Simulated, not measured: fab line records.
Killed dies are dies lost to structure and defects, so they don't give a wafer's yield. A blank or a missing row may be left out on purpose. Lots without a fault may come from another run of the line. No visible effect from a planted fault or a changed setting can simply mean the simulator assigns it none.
One fault through the eyes of 2 desks    flow sfq_line    every desk sees just its own numbers, and what lay behind them comes last

## AT THE TOOL OWNER'S DESK: litho_track-04
The tool's own readings at SFQ_TRILAYER_M6_LITHO_COAT_159 (resist thk 600 nm): means of the sampled wafers that have a number, for each lot that ran on this tool. If a lot's mean is further than 4 standard deviations from the usual mean, the lot is out of limits and carries the mark OUT (the distance appears in the brackets).
Columns: A = exhaust_pa at SFQ_TRILAYER_M6_LITHO_COAT_159, usual 45.1 Pa
lot   first seen here  A
L628  day 69 21:23     45.0
L629  day 69 22:22     45.2
L633  day 70 04:33     44.2
L635  day 70 09:46     43.8
This desk's finding: nothing out of limits on any of the 4 lots.

## METROLOGY DESK
Lot by lot, what the gauges showed, no matter which tool ran the lot: averages of those sampled wafers that carry a number. If a lot's mean is further than 4 standard deviations from the usual mean, the lot is out of limits and carries the mark OUT (the distance appears in the brackets). Readings shown: 7 of its 8, picked as those furthest out on some lot.
Columns: A = C5_OVL at SFQ_C5_OVL_MEAS_937, usual -2 nm; B = M6_NB_RS at SFQ_M6_RS_MEAS_938, usual 0.887 ohm/sq; C = I6_BOW at SFQ_I6_BOW_MEAS_941, usual 5 um; D = I6_OVL at SFQ_I6_OVL_MEAS_942, usual 2 nm; E = M7_NB_RS at SFQ_M7_RS_MEAS_943, usual 0.885 ohm/sq; F = M8_AU_RS at SFQ_M8_RS_MEAS_949, usual 0.1541 ohm/sq; G = M8_AU_THK at SFQ_M8_THK_MEAS_950, usual 182.5 nm
lot   first seen here  A   B      C   D   E      F       G
L617  day 52 21:53     -3  0.891  2   4   0.879  0.1569  180.1
L623  day 53 23:10     -7  0.896  30  10  0.871  0.1555  180.1
L628  day 69 19:40     3   0.877  2   5   0.879  0.1531  184.5
L629  day 69 20:52     4   0.888  8   0   0.870  0.1535  184.5
L633  day 70 02:52     -6  0.889  19  -2  0.894  0.1532  183.1
L635  day 70 07:40     1   0.885  -8  -4  0.885  0.1530  183.9
This desk's finding: nothing out of limits on any of the 6 lots.

## ALL TOGETHER
Nothing out of limits was seen by the tool owner's desk.
At the metrology desk, nothing out of limits was observed.

## WHAT THE SIMULATOR PUT IN
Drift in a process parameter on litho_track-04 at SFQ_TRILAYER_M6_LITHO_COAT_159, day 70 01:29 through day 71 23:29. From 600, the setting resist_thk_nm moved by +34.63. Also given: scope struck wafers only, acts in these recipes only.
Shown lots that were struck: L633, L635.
